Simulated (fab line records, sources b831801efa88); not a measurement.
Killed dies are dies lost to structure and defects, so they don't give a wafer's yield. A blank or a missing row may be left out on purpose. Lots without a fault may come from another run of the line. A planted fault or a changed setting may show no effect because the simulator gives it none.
Which tool did it? | flow gf180mcu | 11 lots, 33 wafers sampled, at 4 steps of a route of 602

WHAT THE GAUGES READ, wafer by wafer
GF_CONTACT_RS_MEAS_25: measures by four-point-probe. Usual: CONTACT_W_RS 0.383 ohm/sq, standard deviation 0.0039.
lot  | measured     | on            | CONTACT_W_RS (ohm/sq) | flag
L405 | day 16 14:17 | film_metro-03 | 0.380 0.378 0.387     |
L410 | day 18 17:36 | film_metro-01 | 0.469 0.468 0.465     | OFF
L411 | day 18 21:54 | film_metro-03 | 0.456 0.459 0.464     | OFF
L418 | day 21 08:32 | film_metro-01 | 0.381 0.377 0.380     |
L419 | day 21 15:37 | film_metro-04 | 0.384 0.388 0.386     |
L420 | day 22 00:55 | film_metro-04 | 0.387 0.383 0.383     |
L422 | day 22 15:53 | film_metro-03 | 0.385 0.385 0.382     |
L423 | day 22 23:58 | film_metro-01 | 0.383 0.385 0.386     |
L424 | day 23 11:25 | film_metro-03 | 0.381 0.386 0.375     |
L426 | day 23 17:49 | film_metro-01 | 0.378 0.382 0.381     |
L427 | day 24 07:46 | film_metro-03 | 0.377 0.380 0.379     |

GF_CONTACT_THK_MEAS_26: measures by xrf. Usual: CONTACT_W_THK 303 nm, standard deviation 3.5.
lot  | measured     | on            | CONTACT_W_THK (nm) | flag
L405 | day 16 14:23 | film_metro-03 | 307 309 302        |
L410 | day 18 17:42 | film_metro-01 | 250 250 250        | OFF
L411 | day 18 22:00 | film_metro-03 | 252 252 248        | OFF
L418 | day 21 08:38 | film_metro-01 | 307 310 309        |
L419 | day 21 15:43 | film_metro-04 | 305 299 301        |
L420 | day 22 01:02 | film_metro-04 | 297 300 301        |
L422 | day 22 16:00 | film_metro-03 | 303 303 304        |
L423 | day 23 00:05 | film_metro-01 | 306 303 303        |
L424 | day 23 11:31 | film_metro-03 | 300 296 305        |
L426 | day 23 17:56 | film_metro-01 | 310 307 308        |
L427 | day 24 07:52 | film_metro-03 | 303 301 301        |

WHICH TOOL RAN EACH LOT (tool, then ch and the chambers of the sampled wafers, then the start)
lot  | GF_SALICIDE_RTA_06               | GF_CONTACT_CVD_24
L405 | rtp_anneal-01 ch 0, day 15 14:38 | cvd_w-02 ch 0,1, day 16 14:10
L410 | rtp_anneal-02 ch 0, day 17 16:34 | cvd_w-02 ch 0,1, day 18 17:29
L411 | rtp_anneal-01 ch 0, day 17 20:06 | cvd_w-02 ch 0,1, day 18 21:47
L418 | rtp_anneal-01 ch 0, day 20 07:10 | cvd_w-01 ch 0,1, day 21 08:25
L419 | rtp_anneal-01 ch 0, day 20 14:32 | cvd_w-01 ch 0,1, day 21 15:30
L420 | rtp_anneal-01 ch 0, day 20 23:23 | cvd_w-01 ch 0,1, day 22 00:49
L422 | rtp_anneal-02 ch 0, day 21 15:19 | cvd_w-01 ch 0,1, day 22 15:46
L423 | rtp_anneal-02 ch 0, day 21 22:56 | cvd_w-01 ch 0,1, day 22 23:51
L424 | rtp_anneal-02 ch 0, day 22 10:17 | cvd_w-01 ch 0,1, day 23 11:17
L426 | rtp_anneal-02 ch 0, day 22 16:38 | cvd_w-02 ch 0,1, day 23 17:43
L427 | rtp_anneal-02 ch 0, day 23 07:37 | cvd_w-02 ch 0,1, day 24 07:39
- GF_SALICIDE_RTA_06: time 30 s.
- GF_CONTACT_CVD_24: deposits W, target thk 300 nm, time 90.339 s.

WHAT THE TOOLS THEMSELVES READ (means of the sampled wafers that have a number; where no wafer has one, the mark that the record gives instead)
GF_SALICIDE_RTA_06. Usual: lamp_power_pct 5.3 %, standard deviation 0.37; wafer_temp_C_max 533.6, standard deviation 0.82.
lot  | tool          | lamp_power_pct (%) | wafer_temp_C_max | flag
L405 | rtp_anneal-01 | 5.8                | 532.8            |
L410 | rtp_anneal-02 | 5.0                | 533.8            |
L411 | rtp_anneal-01 | 5.8                | 533.3            |
L418 | rtp_anneal-01 | 5.8                | 532.3            |
L419 | rtp_anneal-01 | 5.8                | 532.6            |
L420 | rtp_anneal-01 | 5.8                | 532.6            |
L422 | rtp_anneal-02 | 5.0                | 534.2            |
L423 | rtp_anneal-02 | 5.0                | 534.0            |
L424 | rtp_anneal-02 | 5.0                | 534.4            |
L426 | rtp_anneal-02 | 5.0                | 533.8            |
L427 | rtp_anneal-02 | 5.0                | 534.1            |

GF_CONTACT_CVD_24. Usual: heater_power_w 970 W, standard deviation 110; susceptor_temp_C 399.99 C, standard deviation 0.28.
lot  | tool     | heater_power_w (W) | susceptor_temp_C (C) | flag
L405 | cvd_w-02 | 835                | 400.11               |
L410 | cvd_w-02 | 769                | 390.66               | OFF
L411 | cvd_w-02 | 845                | 390.46               | OFF
L418 | cvd_w-01 | 1020               | 400.09               |
L419 | cvd_w-01 | 1015               | 399.92               |
L420 | cvd_w-01 | 1040               | 399.81               |
L422 | cvd_w-01 | 1032               | 400.06               |
L423 | cvd_w-01 | 1040               | 399.59               |
L424 | cvd_w-01 | 1031               | 399.91               |
L426 | cvd_w-02 | 906                | 400.36               |
L427 | cvd_w-02 | 824                | 399.93               |

THE ANSWER, worked out from the rows above alone
Rule: a lot is off if the mean of its wafers that have a number lies more than 3 standard deviations from the usual mean. A lot without any number at a reading at which 4 lots or more have one is off too. The other lots that the step has rows for count as sound. The gauges are gone through in route order, then the tools' own readings, and for those a lot's mean is taken as printed above. The first step at which some lot is off is used, and at that step the reading that is off furthest; a lot without a number counts as furthest.
Off: L410, L411, at GF_CONTACT_RS_MEAS_25 (CONTACT_W_RS).
A tool fits if, at a process step before that reading, it ran every lot that is off, and no sound lot after the first of them. The gauges at GF_CONTACT_RS_MEAS_25 aren't tried: what is off there is off at GF_CONTACT_CVD_24 too, on other tools, and a gauge's error can't cause that. None of those tried fits.

WHAT THE SIMULATOR HAD PUT IN
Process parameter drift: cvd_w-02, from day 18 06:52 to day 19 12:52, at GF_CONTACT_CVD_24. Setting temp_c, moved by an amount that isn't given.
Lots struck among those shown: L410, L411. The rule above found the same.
